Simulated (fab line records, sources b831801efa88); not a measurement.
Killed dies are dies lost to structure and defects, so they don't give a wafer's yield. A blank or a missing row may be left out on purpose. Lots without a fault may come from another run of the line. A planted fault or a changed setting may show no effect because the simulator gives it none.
Which tool did it? | flow sky130 | 7 lots, 21 wafers sampled, at 2 steps of a route of 708

WHAT THE GAUGES READ, wafer by wafer
SKY_METAL2_THK_MEAS_06: measures by xrf.
lot  | measured     | on            | METAL2_ALCU_THK (nm)
L368 | day 34 13:10 | film_metro-04 | 248.8 247.0 249.2
L370 | day 35 05:32 | film_metro-04 | 248.6 250.4 251.7
L375 | day 37 01:55 | film_metro-03 | 249.0 246.7 248.6
L377 | day 37 13:57 | film_metro-03 | 247.8 248.5 247.5
L379 | day 38 01:19 | film_metro-01 | 245.4 247.4 245.0
L386 | day 40 00:01 | film_metro-04 | 244.5 247.8 247.4
L389 | day 42 06:25 | film_metro-01 | 250.3 249.3 249.5

WHICH TOOL RAN EACH LOT (tool, then ch and the chambers of the sampled wafers, then the start)
lot  | SKY_LDD_LDN_HMDS_01
L368 | litho_track-03 ch 0, day 22 15:52
L370 | litho_track-01 ch 0, day 23 11:22
L375 | litho_track-03 ch 0, day 25 14:58
L377 | litho_track-03 ch 0, day 26 03:59
L379 | litho_track-01 ch 0, day 26 17:25
L386 | litho_track-02 ch 0, day 28 23:57
L389 | litho_track-02 ch 0, day 31 05:08
- SKY_LDD_LDN_HMDS_01: prime time 60 s.

THE ANSWER, worked out from the rows above alone
Rule: what is usual is taken from the lots themselves. Put in order of their means at a reading, lots are off if they are a third of the lots or fewer, leave a main group of 4 or more, and stand apart from it by a gap of 3 or more times the standard deviation of the main group's means; of several such gaps the widest counts. A main group whose means are all the same, to the digits that the tables above print for the reading, isn't used. A lot without any number at a reading at which 4 lots or more have one is off too. The other lots that the step has rows for count as sound.
No lot is off at any reading shown: from this, nothing can be told.

WHAT THE SIMULATOR HAD PUT IN
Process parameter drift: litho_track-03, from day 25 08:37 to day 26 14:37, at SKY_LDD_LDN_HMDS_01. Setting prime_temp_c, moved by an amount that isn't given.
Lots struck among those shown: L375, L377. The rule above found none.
